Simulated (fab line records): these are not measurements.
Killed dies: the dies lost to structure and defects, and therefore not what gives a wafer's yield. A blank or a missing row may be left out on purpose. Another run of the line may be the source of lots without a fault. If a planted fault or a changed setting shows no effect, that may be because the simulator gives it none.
Chamber matching + flow gf180mcu + GF_PASSIVATION_CVD_00 on pecvd-01 has 3 sister chambers
The step deposits SiO2 from TEOS, target thk 1000 nm, time 111.95 s. 20 wafers are shown with their chamber, then 10 later ones without.

== WAFERS WITH THEIR CHAMBER ==
| wafer  | chamber | heater-power-w (W) |
|--------|---------|--------------------|
| L083.1 | 2       | 705                |
| L083.3 | 1       | 537                |
| L083.6 | 1       | 574                |
| L082.1 | 1       | 586                |
| L082.2 | 0       | 726                |
| L082.3 | 2       | 675                |
| L082.4 | 0       | 588                |
| L082.5 | 1       | 615                |
| L082.6 | 2       | 720                |
| L084.1 | 2       | 701                |
| L084.5 | 1       | 488                |
| L084.6 | 0       | 573                |
| L085.1 | 0       | 680                |
| L085.3 | 1       | 564                |
| L085.6 | 2       | 737                |
| L087.1 | 0       | 605                |
| L087.2 | 1       | 591                |
| L087.3 | 0       | 684                |
| L090.1 | 2       | 641                |
| L090.3 | 0       | 681                |

SIGNATURES (means of the wafers above)
| reading        | chamber 0 | chamber 1 | chamber 2 | scatter within a chamber |
|----------------|-----------|-----------|-----------|--------------------------|
| heater-power-w | 648.14    | 565.00    | 696.50    | 46.5                     |
Rule: a wafer's distance from a chamber is the root of the sum, over the readings, of the square of ((its reading less the chamber's mean) divided by the reading's scatter). If the next closest chamber is less than 2 further off than the closest, the wafer can't be placed; otherwise it belongs to the closest. The scatter: take each reading less its chamber's mean, square it, sum over the shown wafers, divide by the number of wafers less the number of chambers, and take the root.

== WAFERS WITHOUT THEIR CHAMBER ==
| wafer  | heater-power-w (W) |
|--------|--------------------|
| L090.5 | 585                |
| L093.3 | 612                |
| L093.5 | 579                |
| L093.6 | 675                |
| L096.1 | 703                |
| L096.2 | 628                |
| L096.3 | 651                |
| L096.4 | 583                |
| L096.5 | 493                |
| L096.6 | 713                |

== THE CHAMBER EACH PASSED THROUGH ==
| wafer  | from the rows above          | in truth |
|--------|------------------------------|----------|
| L090.5 | can't be placed: 1 or 0 or 2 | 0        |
| L093.3 | can't be placed: 0 or 1 or 2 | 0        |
| L093.5 | can't be placed: 1 or 0      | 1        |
| L093.6 | can't be placed: 2 or 0 or 1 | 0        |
| L096.1 | can't be placed: 2 or 0      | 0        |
| L096.2 | can't be placed: 0 or 1 or 2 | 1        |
| L096.3 | can't be placed: 0 or 2 or 1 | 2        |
| L096.4 | can't be placed: 1 or 0      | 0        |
| L096.5 | can't be placed: 1 or 0      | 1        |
| L096.6 | can't be placed: 2 or 0      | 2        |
0 of 10 placed correctly. Unplaceable from these rows: 10, with the true chamber sitting among the candidates in 10. 0 placed wrongly.
